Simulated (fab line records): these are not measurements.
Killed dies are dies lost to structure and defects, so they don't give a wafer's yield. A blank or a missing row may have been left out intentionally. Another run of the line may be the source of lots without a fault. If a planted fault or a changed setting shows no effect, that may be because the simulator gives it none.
What tool caused it? :: flow sky130 :: 36 wafers from 12 lots sampled at 4 of the route's 708 steps

== WHAT EACH GAUGE READ, for each wafer ==
SKY_NWELL_RS_MEAS_29: measurement is done with a four-point probe.
lot: L195
measured: day 5 05:56
on: filmMetro-04
NWELL_RS (ohm/sq): 626.0 624.5 626.2

lot: L196
measured: day 5 13:51
on: filmMetro-03
NWELL_RS (ohm/sq): 623.9 621.9 623.4

lot: L198
measured: day 6 02:30
on: filmMetro-03
NWELL_RS (ohm/sq): 624.4 626.2 624.8

lot: L199
measured: day 6 06:52
on: filmMetro-02
NWELL_RS (ohm/sq): 624.0 623.5 623.9

lot: L200
measured: day 6 17:44
on: filmMetro-04
NWELL_RS (ohm/sq): 626.0 625.8 625.5

lot: L202
measured: day 7 01:32
on: filmMetro-02
NWELL_RS (ohm/sq): 624.7 623.9 622.6

lot: L206
measured: day 8 08:22
on: filmMetro-04
NWELL_RS (ohm/sq): 596.2 595.3 596.0 595.1 595.6 595.7

lot: L207
measured: day 8 11:10
on: filmMetro-02
NWELL_RS (ohm/sq): 625.7 625.1 626.2

lot: L208
measured: day 8 17:50
on: filmMetro-03
NWELL_RS (ohm/sq): 595.0 595.3 595.4 595.5 596.5 596.7

lot: L216
measured: day 10 22:47
on: filmMetro-02
NWELL_RS (ohm/sq): 625.0 624.0 624.8

lot: L217
measured: day 11 11:55
on: filmMetro-02
NWELL_RS (ohm/sq): 625.9 626.8 625.9

lot: L218
measured: day 11 12:19
on: filmMetro-04
NWELL_RS (ohm/sq): 625.9 625.0 624.0

SKY_VT_ADJUST_NCORE_TW_MEAS_11.
lot: L195
measured: day 8 11:07
on: filmMetro-03
VT_ADJUST_NCORE_TW: 221.8 221.4 221.0

lot: L196
measured: day 8 20:42
on: filmMetro-03
VT_ADJUST_NCORE_TW: 220.3 220.5 220.4

lot: L198
measured: day 9 10:08
on: filmMetro-01
VT_ADJUST_NCORE_TW: 222.1 221.9 221.4

lot: L199
measured: day 9 15:38
on: filmMetro-02
VT_ADJUST_NCORE_TW: 219.1 218.4 218.0

lot: L200
measured: day 10 03:52
on: filmMetro-02
VT_ADJUST_NCORE_TW: 218.9 218.5 219.4

lot: L202
measured: day 10 13:52
on: filmMetro-01
VT_ADJUST_NCORE_TW: 221.5 222.8 223.2

lot: L206
measured: day 12 04:01
on: filmMetro-02
VT_ADJUST_NCORE_TW: 220.1 219.9 218.7

lot: L207
measured: day 12 06:46
on: filmMetro-03
VT_ADJUST_NCORE_TW: 220.1 219.2 220.2

lot: L208
measured: day 12 15:20
on: filmMetro-02
VT_ADJUST_NCORE_TW: 220.7 219.3 219.5

lot: L216
measured: day 15 06:10
on: filmMetro-01
VT_ADJUST_NCORE_TW: 222.4 223.1 222.6

lot: L217
measured: day 15 21:35
on: filmMetro-03
VT_ADJUST_NCORE_TW: 218.9 219.5 219.0

lot: L218
measured: day 15 22:04
on: filmMetro-01
VT_ADJUST_NCORE_TW: 221.5 222.3 222.3

SKY_GATE_OXIDE_OVL_MEAS_10.
lot: L195
measured: day 13 17:31
on: overlay-01
GATE_OXIDE_OVL (nm): -1.6 -0.6 0.0

lot: L196
measured: day 14 03:17
on: overlay-01
GATE_OXIDE_OVL (nm): 0.7 1.8 2.9

lot: L198
measured: day 14 20:29
on: overlay-01
GATE_OXIDE_OVL (nm): 1.5 2.6 1.0

lot: L199
measured: day 15 01:19
on: overlay-02
GATE_OXIDE_OVL (nm): 1.0 -0.1 1.7

lot: L200
measured: day 15 20:05
on: overlay-02
GATE_OXIDE_OVL (nm): -1.4 -0.5 1.0

lot: L202
measured: day 16 09:41
on: overlay-01
GATE_OXIDE_OVL (nm): -3.9 -2.2 -3.5

lot: L206
measured: day 18 05:35
on: overlay-02
GATE_OXIDE_OVL (nm): 0.7 0.8 1.2

lot: L207
measured: day 18 05:22
on: overlay-02
GATE_OXIDE_OVL (nm): 1.5 0.4 0.8

lot: L208
measured: day 18 20:13
on: overlay-01
GATE_OXIDE_OVL (nm): -2.8 -1.7 -1.4

lot: L216
measured: day 21 18:01
on: overlay-01
GATE_OXIDE_OVL (nm): -1.0 -0.6 -0.2

lot: L217
measured: day 22 10:13
on: overlay-01
GATE_OXIDE_OVL (nm): 1.6 0.9 0.3

lot: L218
measured: day 22 11:29
on: overlay-01
GATE_OXIDE_OVL (nm): 0.6 1.0 0.8

== WHAT TOOL EACH LOT RAN ON (gives the tool, then ch and the chambers of the sampled wafers, and finally the start) ==
lot: L195
SKY_NWELL_IMPLANT_12: implanter-03 ch 0, day 4 11:46

lot: L196
SKY_NWELL_IMPLANT_12: implanter-01 ch 0, day 4 19:29

lot: L198
SKY_NWELL_IMPLANT_12: implanter-03 ch 0, day 5 07:14

lot: L199
SKY_NWELL_IMPLANT_12: implanter-01 ch 0, day 5 11:04

lot: L200
SKY_NWELL_IMPLANT_12: implanter-01 ch 0, day 5 17:25

lot: L202
SKY_NWELL_IMPLANT_12: implanter-01 ch 0, day 6 06:55

lot: L206
SKY_NWELL_IMPLANT_12: implanter-02 ch 0, day 7 12:01

lot: L207
SKY_NWELL_IMPLANT_12: implanter-01 ch 0, day 7 15:34

lot: L208
SKY_NWELL_IMPLANT_12: implanter-02 ch 0, day 7 20:04

lot: L216
SKY_NWELL_IMPLANT_12: implanter-01 ch 0, day 9 23:16

lot: L217
SKY_NWELL_IMPLANT_12: implanter-02 ch 0, day 10 11:40

lot: L218
SKY_NWELL_IMPLANT_12: implanter-03 ch 0, day 10 12:04
- SKY_NWELL_IMPLANT_12

== WHAT THE TOOLS THEMSELVES READ (means of the sampled wafers that have a number; where no wafer has one, the mark that the record gives instead) ==
SKY_NWELL_IMPLANT_12.
lot: L195
tool: implanter-03
beamEnergyKeV: 120.01
doseIonsCm2: 1.2994e+12
faradayCurrentUA: 7.41

lot: L196
tool: implanter-01
beamEnergyKeV: 120.02
doseIonsCm2: 1.3009e+12
faradayCurrentUA: 7.39

lot: L198
tool: implanter-03
beamEnergyKeV: 119.99
doseIonsCm2: 1.2998e+12
faradayCurrentUA: 7.30

lot: L199
tool: implanter-01
beamEnergyKeV: 120.04
doseIonsCm2: 1.2993e+12
faradayCurrentUA: 7.20

lot: L200
tool: implanter-01
beamEnergyKeV: 119.92
doseIonsCm2: 1.3005e+12
faradayCurrentUA: 7.26

lot: L202
tool: implanter-01
beamEnergyKeV: 120.01
doseIonsCm2: 1.3035e+12
faradayCurrentUA: 7.33

lot: L206
tool: implanter-02
beamEnergyKeV: 119.99
doseIonsCm2: 2.4896e+12
faradayCurrentUA: 14.20

lot: L207
tool: implanter-01
beamEnergyKeV: 119.98
doseIonsCm2: 1.2997e+12
faradayCurrentUA: 7.36

lot: L208
tool: implanter-02
beamEnergyKeV: 119.99
doseIonsCm2: 2.4890e+12
faradayCurrentUA: 13.76

lot: L216
tool: implanter-01
beamEnergyKeV: 119.97
doseIonsCm2: 1.3014e+12
faradayCurrentUA: 7.33

lot: L217
tool: implanter-02
beamEnergyKeV: 120.02
doseIonsCm2: 1.3000e+12
faradayCurrentUA: 7.40

lot: L218
tool: implanter-03
beamEnergyKeV: 119.97
doseIonsCm2: 1.3006e+12
faradayCurrentUA: 7.36

== THE ANSWER, worked out from the rows above alone ==
Rule: what is usual is taken from the lots themselves. The widest of any qualifying gaps counts: lots, ordered by their means at a reading, are off when they make up no more than a third of the lots, leave a main group of 4 or more, and stand apart from it by 3 or more times the standard deviation of that group's means. A main group whose means are all the same, to the digits that the tables above print for the reading, isn't used. A lot without any number at a reading at which 4 lots or more have one is off too. The other lots that the step has rows for count as sound. The gauges are gone through in route order, then the tools' own readings, and for those a lot's mean is taken as printed above. The first step at which some lot is off is used, and at that step the reading that is off furthest; a lot without a number counts as furthest.
Off: at SKY_NWELL_RS_MEAS_29 (NWELL_RS), L206, L208. For the main group the mean is 624.9 ohm/sq and the standard deviation 0.98.
A tool fits if, at a process step before that reading, it ran every lot that is off, and no sound lot after the first of them. Not tried: the gauges at SKY_NWELL_RS_MEAS_29; whatever is off there is also off at SKY_NWELL_IMPLANT_12, on other tools, and gauge error can't account for it. Of those tried, none fits.

== WHAT WAS PUT IN BY THE SIMULATOR ==
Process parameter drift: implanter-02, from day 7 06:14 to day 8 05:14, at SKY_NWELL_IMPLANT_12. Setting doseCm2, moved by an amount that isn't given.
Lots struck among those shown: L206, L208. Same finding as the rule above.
